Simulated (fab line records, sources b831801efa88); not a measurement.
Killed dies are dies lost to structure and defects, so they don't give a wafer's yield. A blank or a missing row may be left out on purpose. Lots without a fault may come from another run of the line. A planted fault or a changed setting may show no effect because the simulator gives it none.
Which tool did it? | flow sky130 | 13 lots, 39 wafers sampled, at 5 steps of a route of 708

WHAT THE GAUGES READ, wafer by wafer
SKY_SONOS_TUNNEL_CD_MEAS_07: target cd 410 nm.
lot  | measured     | on        | cd_nm (nm)
L749 | day 11 00:46 | cd_sem-02 | 410.5 410.4 410.9
L750 | day 11 11:59 | cd_sem-01 | 410.0 410.8 410.7
L752 | day 11 23:41 | cd_sem-02 | 411.9 408.5 411.2
L753 | day 12 10:37 | cd_sem-02 | 411.1 412.1 412.4
L754 | day 12 13:59 | cd_sem-02 | 414.8 415.5 415.7
L755 | day 13 03:00 | cd_sem-02 | 407.9 409.3 409.3
L756 | day 13 10:37 | cd_sem-02 | 418.4 417.6 417.3
L757 | day 13 15:44 | cd_sem-02 | 407.3 407.3 408.9
L762 | day 15 08:07 | cd_sem-01 | 409.6 408.5 408.5
L765 | day 16 14:39 | cd_sem-01 | 410.0 412.0 410.7
L766 | day 16 20:55 | cd_sem-01 | 413.0 411.3 411.0
L769 | day 18 03:06 | cd_sem-01 | 409.0 408.1 407.2
L771 | day 18 12:56 | cd_sem-02 | 410.0 410.0 408.4

SKY_SONOS_TUNNEL_OVL_MEAS_08.
lot  | measured     | on         | SONOS_TUNNEL_OVL (nm)
L749 | day 11 00:52 | overlay-02 | -1.8 -1.8 0.0
L750 | day 11 12:07 | overlay-01 | 1.1 0.0 0.6
L752 | day 11 23:49 | overlay-02 | -0.3 -2.0 -1.1
L753 | day 12 10:44 | overlay-02 | 0.8 0.9 1.7
L754 | day 12 14:07 | overlay-01 | 0.0 0.1 0.3
L755 | day 13 03:07 | overlay-02 | -2.0 0.0 0.5
L756 | day 13 10:43 | overlay-02 | 1.2 0.8 1.0
L757 | day 13 15:50 | overlay-02 | 5.1 2.1 2.8
L762 | day 15 08:14 | overlay-01 | -2.2 -4.1 -2.2
L765 | day 16 14:46 | overlay-01 | -2.1 -0.5 -0.8
L766 | day 16 21:01 | overlay-01 | 1.7 0.7 1.5
L769 | day 18 03:13 | overlay-02 | -0.8 0.5 0.4
L771 | day 18 13:02 | overlay-01 | 0.9 -0.4 0.9

SKY_SONOS_ONO_THK_MEAS_01.
lot  | measured     | on            | SONOS_ONO_OXIDATION_THK (nm)
L749 | day 11 05:59 | film_metro-01 | 2.60 2.59 2.63
L750 | day 11 15:42 | film_metro-04 | 2.59 2.61 2.55
L752 | day 12 02:28 | film_metro-04 | 2.62 2.54 2.65
L753 | day 12 16:04 | film_metro-01 | 2.61 2.66 2.74
L754 | day 12 16:04 | film_metro-02 | 2.60 2.64 2.60
L755 | day 13 07:49 | film_metro-01 | 2.62 2.61 2.65
L756 | day 13 13:17 | film_metro-02 | 2.58 2.57 2.65
L757 | day 13 19:04 | film_metro-01 | 2.66 2.68 2.65
L762 | day 15 10:56 | film_metro-04 | 2.49 2.52 2.59
L765 | day 16 17:07 | film_metro-04 | 2.63 2.69 2.53
L766 | day 16 23:42 | film_metro-01 | 2.63 2.61 2.60
L769 | day 18 05:41 | film_metro-01 | 2.52 2.55 2.49
L771 | day 18 17:31 | film_metro-01 | 2.70 2.62 2.66

WHICH TOOL RAN EACH LOT (tool, then ch and the chambers of the sampled wafers, then the start)
lot  | SKY_VT_ADJUST_HVTR_STRIP_10          | SKY_SONOS_TUNNEL_DEVELOP_06
L749 | plasma_asher-03 ch 0,1, day 9 04:50  | litho_track-02 ch 0, day 11 00:37
L750 | plasma_asher-01 ch 0,1, day 9 13:53  | litho_track-02 ch 0, day 11 11:50
L752 | plasma_asher-01 ch 0,1, day 10 00:23 | litho_track-02 ch 0, day 11 23:32
L753 | plasma_asher-01 ch 0,1, day 10 10:23 | litho_track-03 ch 0, day 12 10:29
L754 | plasma_asher-02 ch 0,1, day 10 12:56 | litho_track-02 ch 0, day 12 13:50
L755 | plasma_asher-02 ch 0,1, day 11 00:34 | litho_track-03 ch 0, day 13 02:51
L756 | plasma_asher-01 ch 0,1, day 11 08:56 | litho_track-02 ch 0, day 13 10:28
L757 | plasma_asher-03 ch 0,1, day 11 14:19 | litho_track-01 ch 0, day 13 15:35
L762 | plasma_asher-02 ch 0,1, day 13 04:38 | litho_track-01 ch 0, day 15 07:58
L765 | plasma_asher-02 ch 0,1, day 14 07:37 | litho_track-03 ch 0, day 16 14:30
L766 | plasma_asher-03 ch 0,1, day 14 13:46 | litho_track-02 ch 0, day 16 20:46
L769 | plasma_asher-03 ch 0,1, day 15 18:18 | litho_track-01 ch 0, day 18 02:57
L771 | plasma_asher-02 ch 0,1, day 16 01:23 | litho_track-03 ch 0, day 18 12:48
- SKY_VT_ADJUST_HVTR_STRIP_10: strips in O2/N2.
- SKY_SONOS_TUNNEL_DEVELOP_06: develop time 60 s.

WHAT THE TOOLS THEMSELVES READ (means of the sampled wafers that have a number; where no wafer has one, the mark that the record gives instead)
SKY_VT_ADJUST_HVTR_STRIP_10.
lot  | tool            | drypump_motor_current_A (A) | oes_product_au (a.u.) | strip_time_to_endpoint_s (s)
L749 | plasma_asher-03 | 5.7                         | 0.719                 | 14.20
L750 | plasma_asher-01 | 5.7                         | 0.719                 | 14.14
L752 | plasma_asher-01 | 5.3                         | 0.711                 | 14.16
L753 | plasma_asher-01 | 5.7                         | 0.718                 | 14.17
L754 | plasma_asher-02 | 5.3                         | 0.713                 | 14.13
L755 | plasma_asher-02 | 5.3                         | 0.718                 | 14.12
L756 | plasma_asher-01 | 5.7                         | 0.714                 | 14.15
L757 | plasma_asher-03 | 5.5                         | 0.713                 | 14.10
L762 | plasma_asher-02 | 5.3                         | 0.722                 | 14.24
L765 | plasma_asher-02 | 5.3                         | 0.715                 | 14.11
L766 | plasma_asher-03 | 5.5                         | 0.711                 | 14.22
L769 | plasma_asher-03 | 5.6                         | 0.713                 | 14.16
L771 | plasma_asher-02 | 5.3                         | 0.716                 | 14.27

SKY_SONOS_TUNNEL_DEVELOP_06.
lot  | tool           | chill_plate_temp_C (C) | developer_temp_C (C)
L749 | litho_track-02 | 23.03                  | 23.14
L750 | litho_track-02 | 22.96                  | 23.17
L752 | litho_track-02 | 23.10                  | 22.85
L753 | litho_track-03 | 22.98                  | 22.86
L754 | litho_track-02 | 22.90                  | 20.63
L755 | litho_track-03 | 23.09                  | 22.94
L756 | litho_track-02 | 23.08                  | 20.72
L757 | litho_track-01 | 22.97                  | 22.94
L762 | litho_track-01 | 23.05                  | 23.04
L765 | litho_track-03 | 23.20                  | 22.96
L766 | litho_track-02 | 22.99                  | 22.97
L769 | litho_track-01 | 23.03                  | 22.93
L771 | litho_track-03 | 22.97                  | 23.06

THE ANSWER, worked out from the rows above alone
Rule: what is usual is taken from the lots themselves. Put in order of their means at a reading, lots are off if they are a third of the lots or fewer, leave a main group of 4 or more, and stand apart from it by a gap of 3 or more times the standard deviation of the main group's means; of several such gaps the widest counts. A main group whose means are all the same, to the digits that the tables above print for the reading, isn't used. A lot without any number at a reading at which 4 lots or more have one is off too. The other lots that the step has rows for count as sound. The gauges are gone through in route order, then the tools' own readings, and for those a lot's mean is taken as printed above. The first step at which some lot is off is used, and at that step the reading that is off furthest; a lot without a number counts as furthest.
Off: L754, L756, at SKY_SONOS_TUNNEL_DEVELOP_06 (developer_temp_C). The main group: mean 22.99 C, standard deviation 0.099.
A tool fits if, at that step or a process step before it, it ran every lot that is off, and no sound lot after the first of them. None of those tried fits.

WHAT THE SIMULATOR HAD PUT IN
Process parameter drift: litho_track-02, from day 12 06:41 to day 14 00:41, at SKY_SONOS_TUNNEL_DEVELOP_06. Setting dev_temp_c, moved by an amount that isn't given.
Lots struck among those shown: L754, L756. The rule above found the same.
